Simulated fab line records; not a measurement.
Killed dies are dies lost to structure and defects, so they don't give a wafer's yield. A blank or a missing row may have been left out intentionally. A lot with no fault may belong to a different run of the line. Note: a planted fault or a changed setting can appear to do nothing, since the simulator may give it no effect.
Chamber matching | flow gf180mcu | cmp-01 running GF_V5_CMP_04: 4 sister chambers
The step polishes SiO2. 14 wafers are shown with their chamber, then 7 later ones without.

## WAFERS PAIRED WITH THEIR CHAMBERS
wafer  | chamber | motor current A (A) | retaining ring pressure frac
L253.3 | 3       | 11.9                | 1.002
L253.4 | 0       | 10.7                | 1.002
L253.6 | 3       | 12.4                | 1.001
L254.2 | 0       | 11.5                | 1.002
L254.4 | 3       | 11.7                | 0.996
L254.5 | 0       | 11.4                | 1.008
L256.1 | 1       | 10.8                | 1.006
L256.4 | 3       | 12.5                | 0.997
L256.5 | 1       | 10.1                | 1.010
L259.2 | 0       | 10.9                | 1.000
L259.4 | 2       | 11.2                | 0.998
L259.6 | 3       | 12.3                | 1.007
L263.1 | 1       | 10.8                | 1.006
L263.2 | 3       | 12.2                | 1.008

SIGNATURES (means of the wafers above)
reading                      | chamber 0 | chamber 1 | chamber 2 | chamber 3 | scatter within a chamber
motor current A              | 11.125    | 10.567    | 11.200    | 12.167    | 0.353
retaining ring pressure frac | 1.00300   | 1.00733   | 0.99800   | 1.00183   | 0.00412
Rule: for each reading, subtract the chamber's mean from the wafer's reading, divide by that reading's scatter and square the result; add these up over the readings and take the root, which gives the wafer's distance from the chamber. The wafer belongs to the nearest chamber; if the next one is less than 2 further off, it can't be placed. The scatter is the square root of a quotient: the sum, over the shown wafers, of each reading's squared deviation from its chamber's mean, divided by wafers minus chambers.

## WAFERS MISSING THEIR CHAMBER
wafer  | motor current A (A) | retaining ring pressure frac
L263.5 | 12.3                | 1.004
L265.1 | 10.0                | 1.006
L265.4 | 11.0                | 1.004
L265.6 | 10.9                | 1.002
L276.3 | 11.9                | 1.003
L276.4 | 11.5                | 1.004
L276.6 | 10.5                | 1.010

## WHICH CHAMBER EACH WENT THROUGH
wafer  | from the rows above               | in truth
L263.5 | 3                                 | 3
L265.1 | can't be placed: 1 or 0           | 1
L265.4 | can't be placed: 0 or 1 or 2      | 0
L265.6 | can't be placed: 0 or 2 or 1      | 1
L276.3 | can't be placed: 3 or 0 or 2      | 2
L276.4 | can't be placed: 0 or 2 or 3 or 1 | 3
L276.6 | can't be placed: 1 or 0           | 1
Correct placement for 1 of the 7. These rows do not allow placing 6 (true chamber among the candidates in 6). Wrongly placed: 0.
